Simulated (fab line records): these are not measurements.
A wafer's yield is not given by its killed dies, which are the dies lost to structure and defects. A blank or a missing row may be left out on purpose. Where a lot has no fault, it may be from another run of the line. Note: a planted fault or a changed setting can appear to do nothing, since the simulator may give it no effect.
A single fault, viewed from 2 desks | flow gf180mcu | each desk has only its own numbers; what lay behind them comes last

FROM THE METROLOGY DESK
Lot by lot, what the gauges showed, no matter which tool ran the lot: averages of those sampled wafers that carry a number. Any lot whose mean is over 4 standard deviations away from the usual mean is out of limits and marked OUT; that distance is given in the brackets.
Columns: A = V3_CVD_02_THK at GF_V3_THK_MEAS_03, usual 846 nm; B = cd-nm at GF_V3_CD_MEAS_14, usual 259.8 nm
lot  | first seen here | A   | B
L951 | day 22 01:22    | 843 | 261.4
L953 | day 23 09:23    | 850 | 260.6
L954 | day 23 19:34    | 840 | 259.6
L956 | day 24 16:36    | 858 | 261.0
L958 | day 25 00:13    | 842 | 260.7
L960 | day 25 10:15    | 846 | 259.0
L962 | day 26 01:17    | 841 | 259.4
L963 | day 26 10:32    | 853 | 247.0 (-12) OUT
L964 | day 26 20:03    | 835 | 247.6 (-11) OUT
L971 | day 28 18:06    | 842 | 259.5
L973 | day 29 07:43    | 857 | 258.5
This desk finds L963, L964 out of limits, L963 being first, at day 27 07:20 (cd-nm at GF_V3_CD_MEAS_14). L951, L953, L954, L956, L958, L960, L962, L971, L973: within limits.

TOOL OWNER'S DESK, litho-track-03
The tool's own readings at GF_V3_SOFTBAKE_10 (time 60 s): means of the sampled wafers that have a number, for each lot that ran on this tool. Any lot whose mean is over 4 standard deviations away from the usual mean is out of limits and marked OUT; that distance is given in the brackets.
Columns: A = chill-plate-temp-C at GF_V3_SOFTBAKE_10, usual 22.99 C; B = heater-power-total-W at GF_V3_SOFTBAKE_10, usual 93.05 W; C = plate-temp-C at GF_V3_SOFTBAKE_10, usual 129.99 C; D = resist-line-temp-C at GF_V3_SOFTBAKE_10, usual 22.98 C
lot  | first seen here | A     | B               | C                | D
L951 | day 22 14:00    | 23.00 | 93.03           | 130.02           | 23.02
L954 | day 24 06:00    | 22.89 | 93.06           | 130.03           | 22.96
L962 | day 26 12:00    | 22.91 | 92.96           | 129.86           | 22.86
L963 | day 26 21:00    | 22.96 | 87.92 (-83) OUT | 124.53 (-45) OUT | 22.99
L964 | day 27 06:00    | 23.03 | 87.95 (-82) OUT | 124.56 (-45) OUT | 23.01
This desk finds L963, L964 out of limits, L963 being first, at day 26 21:00 (heater-power-total-W at GF_V3_SOFTBAKE_10). L951, L954, L962: within limits.

ALL TOGETHER
The tool owner's desk could have raised an alarm at day 26 21:00, on L963, L964.
An alarm was possible from the metrology desk at day 27 07:20, on L963, L964.
All the named lots went through GF_V3_SOFTBAKE_10 on litho-track-03.

WHAT THE SIMULATOR HAD PUT IN
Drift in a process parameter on litho-track-03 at GF_V3_SOFTBAKE_10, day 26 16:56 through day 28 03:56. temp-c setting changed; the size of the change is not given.
Lots struck among those shown: L963, L964.
Fault start to first reading out of limits, in hours, per desk: tool owner, 4; metrology, 14.
